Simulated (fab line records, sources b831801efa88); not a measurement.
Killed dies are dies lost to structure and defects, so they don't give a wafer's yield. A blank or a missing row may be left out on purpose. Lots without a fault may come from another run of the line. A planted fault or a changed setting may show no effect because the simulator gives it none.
A struck lot beside a sound one | flow sky130 | 33 steps out of a route of 708
Sound: wafers L396.1, L396.3, L396.6. Struck: wafer L400.5. (L400.4, L400.6 of the same lot were not struck and are left out.) The cause comes at the end.
At each step with rows: each side's tool, then ch and its chambers, then its first start. Under that, the readings that differ: sound wafers | struck wafers | difference of the means | sigmas: that difference in standard deviations of wafers without a fault.
alike: readings whose means differ by less than 2 such deviations, and words and numbers that are the same on both sides. not compared: withheld readings, readings that some wafer has no value for, bounds like >300 that may hide the same value, and numbers for which the record gives no deviation and whose values overlap.
The two part at a step that has a row with sigmas, a row that says differs or no value, or rows on one side only. Numbers that don't overlap but have no deviation are shown without sigmas and don't part them. A reading that every wafer of one side lacks parts them only if that side has two wafers or more.

first, 4 steps without rows for these wafers: SKY_LOCAL_INTERCONNECT_SOFTBAKE_07 (time 90 s); SKY_LOCAL_INTERCONNECT_EXPOSE_08 (exposes mask LI1M, target cd 170 nm); SKY_LOCAL_INTERCONNECT_PEB_09; SKY_LOCAL_INTERCONNECT_DEVELOP_10 (develop time 60 s).
SKY_LOCAL_INTERCONNECT_CD_MEAS_11: target cd 170 nm.
  sound on cd_sem-02, day 31 06:44; struck on cd_sem-01, day 32 19:12
  alike: cd_nm
SKY_LOCAL_INTERCONNECT_OVL_MEAS_12:
  sound on overlay-02, day 31 06:52; struck on overlay-01, day 32 19:17
  alike: LOCAL_INTERCONNECT_OVL
SKY_LOCAL_INTERCONNECT_ETCH_13: etches BARC in N2/H2, stops on SiO2, time 45.9 s, target depth 60 nm.
  sound on rie_metal-01 ch 0,1, day 31 06:54; struck on rie_metal-01 ch 0, day 32 19:22
  alike: drypump_motor_current_A, oes_product_au, throttle_valve_pct
  not compared: rf_hours_counter_h
SKY_LOCAL_INTERCONNECT_METAL_ETCH_14: etches TiN in Cl2/BCl3, stops on PSG, target depth 110 nm, time 31.4 s.
  sound on rie_metal-01 ch 0,1, day 31 06:58; struck on rie_metal-01 ch 0, day 32 19:29
  alike: drypump_motor_current_A, oes_product_au, throttle_valve_pct
  not compared: rf_hours_counter_h
SKY_LOCAL_INTERCONNECT_STRIP_15: strips in O2/N2.
  sound on plasma_asher-04 ch 0,1, day 31 07:01; struck on plasma_asher-03 ch 0, day 32 19:34
  alike: drypump_motor_current_A, oes_product_au, strip_time_to_endpoint_s
  not compared: rf_hours_counter_h
then, 3 steps without rows for these wafers: SKY_LOCAL_INTERCONNECT_STRIP_16 (strips in post etch residue remover, time 1200 s); SKY_LOCAL_INTERCONNECT_CLEAN_17 (cleans in IPA, time 180 s); SKY_LOCAL_INTERCONNECT_CLEAN_18 (cleans in O3/DIW).
SKY_CONTACT_CVD_00: deposits Si3N4, target thk 75 nm.
  sound on pecvd-01 ch 0,2, day 31 07:42; struck on pecvd-01 ch 2, day 32 20:12
  reading                                   | sound             | struck | difference | sigmas
  model.Si3N4_of_CONTACT_CVD_00.thk_nm (nm) | 75.34 75.14 76.58 | 57.97  | -17.72     |
  alike: heater_power_w
SKY_CONTACT_THK_MEAS_01:
  sound on film_metro-01, day 31 07:44; struck on film_metro-04, day 32 20:15
  reading                 | sound          | struck | difference | sigmas
  CONTACT_CVD_00_THK (nm) | 75.4 75.1 76.5 | 58.0   | -17.7      | -20
then, 1 step without rows for these wafers: SKY_CONTACT_HDPCVD_02 (deposits SiO2, target thk 565 nm, time 94.2 s).
SKY_CONTACT_THK_MEAS_03:
  sound on film_metro-04, day 31 07:52; struck on film_metro-01, day 32 20:23
  alike: CONTACT_HDPCVD_THK
then, 1 step without rows for these wafers: SKY_CONTACT_CMP_04 (polishes SiO2).
SKY_CONTACT_BOW_MEAS_05:
  sound on film_metro-04, day 31 08:13; struck on film_metro-01, day 32 20:47
  alike: CONTACT_BOW
then, 8 steps without rows for these wafers: SKY_CONTACT_DEHYDRATE_06 (time 60 s); SKY_CONTACT_HMDS_07 (prime time 60 s); SKY_CONTACT_COAT_08 (resist thk 60 nm); SKY_CONTACT_COAT_09 (resist thk 450 nm); SKY_CONTACT_SOFTBAKE_10 (time 90 s); SKY_CONTACT_EXPOSE_11 (exposes mask CTM1, target cd 170 nm); SKY_CONTACT_PEB_12; SKY_CONTACT_DEVELOP_13 (develop time 57.85 s).
SKY_CONTACT_CD_MEAS_14: target cd 170 nm.
  sound on cd_sem-02, day 32 11:48; struck on cd_sem-02, day 33 23:31
  alike: cd_nm
SKY_CONTACT_OVL_MEAS_15:
  sound on overlay-01, day 32 11:55; struck on overlay-01, day 33 23:35
  alike: CONTACT_OVL
SKY_CONTACT_ETCH_16: etches BARC in N2/H2, stops on SiO2, time 45.9 s, target depth 60 nm.
  sound on rie_diel-01 ch 0,1,3, day 32 11:58; struck on rie_diel-01 ch 2, day 33 23:37
  reading                | sound                | struck | difference | sigmas
  throttle_valve_pct (%) | 13.230 13.231 13.227 | 13.209 | -0.020     | -2
  alike: drypump_motor_current_A, oes_product_au
  not compared: rf_hours_counter_h
then, 1 step without rows for these wafers: SKY_CONTACT_ETCH_17 (etches SiO2 in C4F8/O2/Ar, stops on Si3N4, target depth 340 nm).
SKY_CONTACT_ETCH_18: etches Si3N4 in CHF3/O2, stops on TiN, time 39 s, target depth 75 nm.
  sound on rie_diel-01 ch 0,1,3; struck on rie_diel-01 ch 2
  reading                  | sound             | struck | difference | sigmas
  oes_product_au (a.u.)    | 0.859 0.855 0.867 | 0.751  | -0.109     | -14
  throttle_valve_pct (%)   | 8.806 8.794 8.795 | 8.747  | -0.051     | -6
  model.etch.depth_nm (nm) | 75.34 75.14 76.58 | 57.97  | -17.72     |
  alike: chf3_flow_sccm, drypump_motor_current_A
  not compared: rf_hours_counter_h
SKY_CONTACT_STRIP_19: strips in O2/N2.
  sound on plasma_asher-02 ch 0, day 32 12:05; struck on plasma_asher-02 ch 0, day 33 23:46
  alike: drypump_motor_current_A, oes_product_au, strip_time_to_endpoint_s
  not compared: rf_hours_counter_h
-- the record jumps here: 14 days lie between the struck wafers' starts before and after (it left off in module CONTACT and takes up again in module PAD_OPEN, whose first step shown is number 708 of the route) --
SKY_PAD_OPEN_PROBE_99:
  sound on prober-01, day 46 14:43; struck on prober-02, day 47 18:29
  alike: killed_at_M0_to_M3, killed_at_M4_up, killed_at_contacts, killed_at_front_end, killed_at_other, killed_dies, killed_open, killed_short

WHERE THEY PART
First at SKY_CONTACT_THK_MEAS_01; last, within this record, at SKY_CONTACT_ETCH_18. Later steps at which nothing parts them and some readings are alike: SKY_CONTACT_STRIP_19, SKY_PAD_OPEN_PROBE_99.

WHY: what the simulator had put in
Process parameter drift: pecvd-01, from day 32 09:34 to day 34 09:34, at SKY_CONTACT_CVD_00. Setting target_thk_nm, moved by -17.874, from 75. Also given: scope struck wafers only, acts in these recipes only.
